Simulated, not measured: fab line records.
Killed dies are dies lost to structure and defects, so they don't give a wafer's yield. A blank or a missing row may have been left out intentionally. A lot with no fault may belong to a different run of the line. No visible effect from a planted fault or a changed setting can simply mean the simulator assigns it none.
One fault through the eyes of 2 desks -- flow sky130 -- each desk has only its own numbers; what lay behind them comes last

FROM THE METROLOGY DESK
Lot by lot, what the gauges showed, no matter which tool ran the lot: averages of those sampled wafers that carry a number. Any lot whose mean is over 4 standard deviations away from the usual mean is out of limits and marked OUT; that distance is given in the brackets.
Columns: A = POLY_GATE_OVL at SKY_POLY_GATE_OVL_MEAS_14, usual -1 nm; B = SD_P_OVL at SKY_SD_P_OVL_MEAS_08, usual -0.2 nm; C = SD_P_RS at SKY_SD_N_RS_MEAS_17, usual 146.9 ohm/sq; D = RES_XHIGH_RS at SKY_SD_N_RS_MEAS_18, usual 332.9 ohm/sq
lot,first seen here,A,B,C,D
L468,day 16 01:41,-3,-1.9,147.0,331.8
L469,day 16 16:23,-2,-0.2,147.0,332.1
L472,day 18 00:05,5,-1.5,146.6,333.8
L473,day 18 09:44,7,0.4,146.9,335.6
L474,day 18 17:42,10,2.3,147.4,331.8
L475,day 18 19:58,-5,-0.3,147.3,333.1
L477,day 19 14:24,-3,0.5,149.3 (+5.5) OUT,332.3
L478,day 20 13:40,-2,-2.5,146.6,332.6
L481,day 21 10:16,0,-1.0,148.6,332.6
L486,day 23 02:43,-3,-2.2,147.2,334.1
L488,day 23 18:28,-1,-0.5,146.6,333.1
L489,day 23 21:55,-6,1.3,147.9,332.1
This desk finds L477 out of limits, with the earliest case on L477 at day 31 01:37 (SD_P_RS at SKY_SD_N_RS_MEAS_17). Within limits: L468, L469, L472, L473, L474, L475, L478, L481, L486, L488, L489.

AT THE TOOL OWNER'S DESK: implanter-04
The tool's own readings at SKY_SD_P_IMPLANT_09: means of the sampled wafers that have a number, for each lot that ran on this tool. Any lot whose mean is over 4 standard deviations away from the usual mean is out of limits and marked OUT; that distance is given in the brackets.
Columns: A = beam energy keV at SKY_SD_P_IMPLANT_09, usual 20.000
lot,first seen here,A
L468,day 25 02:47,19.994
L469,day 25 19:17,19.999
L474,day 27 18:06,20.007
L475,day 28 12:11,20.010
L477,day 28 15:06,19.306 (-99 or more) OUT
L481,day 30 05:26,19.308 (-99 or more) OUT
This desk's verdict: out of limits on L477, L481, starting with L477 at day 28 15:06 (beam energy keV at SKY_SD_P_IMPLANT_09). Within limits: L468, L469, L474, L475.

PUT TOGETHER
The tool owner's desk could have raised an alarm at day 28 15:06, on L477, L481.
On L477, the metrology desk was in a position to raise an alarm at day 31 01:37.
The metrology desk has L481 on record, within its limits.
Every lot named ran SKY_SD_P_IMPLANT_09 on implanter-04.

WHAT THE SIMULATOR PUT IN
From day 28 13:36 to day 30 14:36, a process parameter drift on implanter-04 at SKY_SD_P_IMPLANT_09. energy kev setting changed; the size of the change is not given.
Shown lots that were struck: L477, L481.
Time in hours from fault onset to the first out-of-limits reading at each desk: tool owner's desk 2, metrology desk 60.
